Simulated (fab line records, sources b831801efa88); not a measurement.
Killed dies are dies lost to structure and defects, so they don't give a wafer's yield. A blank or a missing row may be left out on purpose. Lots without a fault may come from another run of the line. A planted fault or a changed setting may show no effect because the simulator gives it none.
One fault seen from 2 desks | flow gf180mcu | each desk has only its own numbers; what lay behind them comes last

THE METROLOGY DESK
What the gauges read, lot by lot, whatever tool the lot ran on: means of the sampled wafers that have a number. A lot is out of limits, marked OUT, if its mean lies more than 4 standard deviations from the usual mean; the brackets give that distance.
Columns: A = M3_ALCU_THK at GF_M3_THK_MEAS_06, usual 451 nm
lot  | first seen here | A
L793 | day 19 19:31    | 454
L794 | day 21 04:51    | 459
L799 | day 23 07:25    | 445
L801 | day 23 18:41    | 452
L803 | day 24 15:34    | 458
L806 | day 25 02:12    | 442
L805 | day 25 05:22    | 443
L807 | day 25 21:04    | 452
L808 | day 26 06:45    | 444
L813 | day 27 07:44    | 459
L814 | day 27 18:05    | 451
This desk's finding: nothing out of limits on any of the 11 lots.

THE TOOL OWNER'S DESK: rie_metal-04
The tool's own readings at GF_M3_METAL_ETCH_16 (etches the open film in Cl2/BCl3, stops on SiO2, target depth 750.8 nm, time 125.1 s): means of the sampled wafers that have a number, for each lot that ran on this tool. A lot is out of limits, marked OUT, if its mean lies more than 4 standard deviations from the usual mean; the brackets give that distance.
Columns: A = drypump_motor_current_A at GF_M3_METAL_ETCH_16, usual 5.6 A; B = oes_product_au at GF_M3_METAL_ETCH_16, usual 0.988 a.u.; C = run_length_s at GF_M3_METAL_ETCH_16, usual 153.3 s; D = throttle_valve_pct at GF_M3_METAL_ETCH_16, usual 28.231 %
lot  | first seen here | A   | B               | C               | D
L799 | day 24 05:23    | 5.3 | 0.986           | 153.8           | 28.226
L806 | day 26 02:23    | 5.7 | 0.994           | 153.7           | 28.233
L807 | day 26 18:14    | 4.8 | 0.981           | 153.8           | 28.242
L808 | day 27 03:14    | 5.3 | 0.993           | 153.6           | 28.235
L813 | day 28 04:08    | 5.7 | 0.890 (-15) OUT | 179.4 (+59) OUT | 28.340 (+9.9) OUT
L814 | day 28 13:26    | 5.7 | 0.965           | 162.2 (+20) OUT | 28.270
This desk's finding: out of limits on L813, L814; first on L813, day 28 04:08 (oes_product_au at GF_M3_METAL_ETCH_16). In limits: L799, L806, L807, L808.

PUT TOGETHER
The tool owner's desk could have raised an alarm at day 28 04:08, on L813, L814.
The metrology desk saw nothing out of limits.
The metrology desk has L813, L814 on record, within its limits.
Of the lots named, all ran GF_M3_METAL_ETCH_16 on rie_metal-04.

WHAT THE SIMULATOR HAD PUT IN
Process parameter drift: rie_metal-04, from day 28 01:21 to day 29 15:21, at GF_M3_METAL_ETCH_16. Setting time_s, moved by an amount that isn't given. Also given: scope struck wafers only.
Lots struck among those shown: L813, L814.
Hours from the fault's start to each desk's first reading out of limits: the tool owner's desk, 3.
